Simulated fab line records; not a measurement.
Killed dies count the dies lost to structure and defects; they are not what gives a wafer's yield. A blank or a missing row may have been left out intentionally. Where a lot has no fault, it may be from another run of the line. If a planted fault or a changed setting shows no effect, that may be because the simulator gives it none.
Struck lot and sound lot, side by side ; flow sky130 ; 18 out of 708 route steps
Sound: the wafers L145.1, L145.3, L145.6. Struck: wafers L147.1, L147.5. (L147.6 of the same lot was not struck and is left out.) The cause comes at the end.
At each step with rows: each side's tool, then ch and its chambers, then its first start. Under that, the readings that differ: sound wafers ; struck wafers ; difference of the means ; sigmas: that difference in standard deviations of wafers without a fault.
alike: readings with means less than 2 such deviations apart, plus words and numbers identical on both sides. not compared: withheld readings, readings lacking a value on some wafer, bounds such as >300 that could conceal the same value, and numbers that have no deviation in the record and whose values overlap.
Wherever a step has rows on one side only, a row that says differs or no value, or a row with sigmas, the two part there. When numbers do not overlap yet have no deviation, they are printed without sigmas and do not part them. Lack of a reading on every wafer of one side parts them only where that side has two or more wafers.

first, 3 steps without rows for these wafers: SKY_VIA1_EXPOSE_09 (exposes mask VIM, target cd 150 nm); SKY_VIA1_PEB_10; SKY_VIA1_DEVELOP_11 (develop time 60 s).
SKY_VIA1_CD_MEAS_12: the cd target is 150 nm.
  struck on cd sem-02, day 37 16:08; sound on cd sem-02, day 36 22:41
  alike: cd nm
SKY_VIA1_OVL_MEAS_13:
  struck on overlay-02, day 37 16:15; sound on overlay-01, day 36 22:49
  alike: VIA1_OVL
SKY_VIA1_ETCH_14: etches BARC in N2/H2, stops on SiO2, time 45.9 s, target depth 60 nm.
  sound on rie diel-03 ch 1,2,3, day 36 22:51; struck on rie diel-04 ch 1,3, day 37 16:17
  alike: drypump motor current A, oes product au, throttle valve pct
  not compared: rf hours counter h
SKY_VIA1_ETCH_15: etches SiO2 in C4F8/O2/Ar, stops on TiN, target depth 351 nm, time 54 s.
  sound on rie diel-03 ch 1,2,3, day 36 22:53; struck on rie diel-04 ch 1,3, day 37 16:19
  alike: oes product au
  not compared: rf hours counter h
SKY_VIA1_STRIP_16: strips in O2/N2.
  sound on plasma asher-04 ch 0,1, day 36 22:56; struck on plasma asher-01 ch 1, day 37 16:22
  alike: drypump motor current A, o2 flow sccm, oes product au, strip time to endpoint s
  not compared: rf hours counter h
then, 3 steps without rows for these wafers: SKY_VIA1_STRIP_17 (strips in post etch residue remover, time 1200 s); SKY_VIA1_CLEAN_18 (cleans in IPA, time 180 s); SKY_VIA1_CLEAN_19 (cleans in O3/DIW).
SKY_VIA1_SPUTTER_20: material TiN, target thk 20 nm, time 80 s.
  struck on pvd sputter-03, day 37 16:58; sound on pvd sputter-02, day 36 23:32
  alike: throttle valve pct
SKY_VIA1_CVD_21: deposits W, target thk 270 nm, time 80.902 s.
  sound on cvd w-02 ch 0, day 36 23:36; struck on cvd w-02 ch 0, day 37 17:02
reading;sound;struck;difference;sigmas
chamber pressure Torr (Torr);40.06 40.14 39.95;53.41 53.38;+13.34;+99 or more
model.W_of_VIA1_CVD_21.thk nm (nm);272.4 274.8 273.1;320 317.9;+46;
  alike: heater power w
SKY_VIA1_RS_MEAS_22: the measuring method here is four-point-probe.
  struck on film metro-04, day 37 17:07; sound on film metro-04, day 36 23:41
reading;sound;struck;difference;sigmas
VIA1_W_RS (ohm/sq);0.423 0.420 0.422;0.359 0.362;-0.061;-9
SKY_VIA1_THK_MEAS_23: measures by xrf.
  struck on film metro-04, day 37 17:14; sound on film metro-04, day 36 23:49
reading;sound;struck;difference;sigmas
VIA1_W_THK (nm);269 270 270;317 315;+46;+10
SKY_VIA1_CMP_24: polishes, stops on SiO2, t overpolish 15 s, target thk 0 nm.
  sound on cmp-02 ch 0,2,3, day 36 23:58; struck on cmp-01 ch 2,3, day 37 17:21
reading;sound;struck;difference;sigmas
time to endpoint s (s);67.3 68.5 66.6;79.3 76.5;+10.4;+4
  alike: motor current A, platen rpm, slurry flow ml min
SKY_METAL2_SPUTTER_00: material Ti, target thk 15 nm, time 10 s.
  struck on pvd sputter-01, day 37 17:36; sound on pvd sputter-03, day 37 00:10
  alike: throttle valve pct
-- the record jumps here: 11 days lie between the struck wafers' starts before and after (it left off in module METAL2 and takes up again in module PAD_OPEN, whose first step shown is number 708 of the route) --
SKY_PAD_OPEN_PROBE_99:
  struck on prober-02, day 48 15:09; sound on prober-01, day 48 03:22
  alike: defect limited yield, killed_at_M0_to_M3, killed_at_M4_up, killed at contacts, killed at front end, killed at other, killed dies, killed open, killed short, sort_bin_3_pad_short, sort_bin_5_function, sort_bin_6_memory, sort n pass, sort yield pct

WHERE THEY PART
Earliest at SKY_VIA1_CVD_21; latest, in this record, at SKY_VIA1_CMP_24. Later steps at which nothing parts them and some readings are alike: SKY_METAL2_SPUTTER_00, SKY_PAD_OPEN_PROBE_99.

WHY: what the simulator had put in
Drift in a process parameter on cvd w-02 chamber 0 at SKY_VIA1_CVD_21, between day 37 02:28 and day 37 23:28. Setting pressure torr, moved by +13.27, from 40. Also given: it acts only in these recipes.
